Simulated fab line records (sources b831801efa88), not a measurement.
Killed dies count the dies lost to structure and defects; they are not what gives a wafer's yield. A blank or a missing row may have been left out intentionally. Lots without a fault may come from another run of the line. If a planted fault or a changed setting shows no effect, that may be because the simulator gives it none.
One fault through the eyes of 2 desks ; flow gf180mcu ; numbers are kept per desk, each desk with only its own; the story behind them comes last

== AT THE METROLOGY DESK ==
Means of the sampled wafers that have a number, per lot and without regard to the tool the lot ran on: this is what the gauges read. Any lot whose mean is over 4 standard deviations away from the usual mean is out of limits and marked OUT; that distance is given in the brackets.
Columns: A = cd nm at GF_STI_CD_MEAS_12, usual 220.2 nm; B = VT_IMPLANT_03_OVL at GF_VT_IMPLANT_OVL_MEAS_40, usual -0.3 nm
lot;first seen here;A;B
L395;day 2 03:58;220.6;-1.7
L396;day 2 06:48;219.6;-0.6
L397;day 2 11:07;221.2;-0.3
L398;day 2 16:52;221.0;0.2
L399;day 2 21:50;220.6;-0.9
L400;day 3 02:41;218.5;1.5
L401;day 3 07:13;220.3;0.6
L402;day 3 13:13;220.3;-1.1
L406;day 4 10:07;219.6;-0.6
L411;day 5 14:58;218.3;-1.8
L412;day 5 17:18;216.8;0.8
L413;day 5 22:00;220.7;0.5
This desk's verdict: no lot among the 12 shows anything out of limits.

== DESK OF THE TOOL OWNER: litho track-03 ==
The tool's own readings at GF_STI_PEB_10 (peb time 90 s): means of the sampled wafers that have a number, for each lot that ran on this tool. Any lot whose mean is over 4 standard deviations away from the usual mean is out of limits and marked OUT; that distance is given in the brackets.
Columns: A = resist line temp C at GF_STI_PEB_10, usual 23.03 C
lot;first seen here;A
L402;day 3 12:55;23.01
L411;day 5 14:40;22.94
L412;day 5 16:59;22.97
This desk's verdict: no lot among the 3 shows anything out of limits.

== ALL TOGETHER ==
The metrology desk saw nothing out of limits.
Nothing out of limits was seen by the tool owner's desk.

== WHAT THE SIMULATOR HAD PUT IN ==
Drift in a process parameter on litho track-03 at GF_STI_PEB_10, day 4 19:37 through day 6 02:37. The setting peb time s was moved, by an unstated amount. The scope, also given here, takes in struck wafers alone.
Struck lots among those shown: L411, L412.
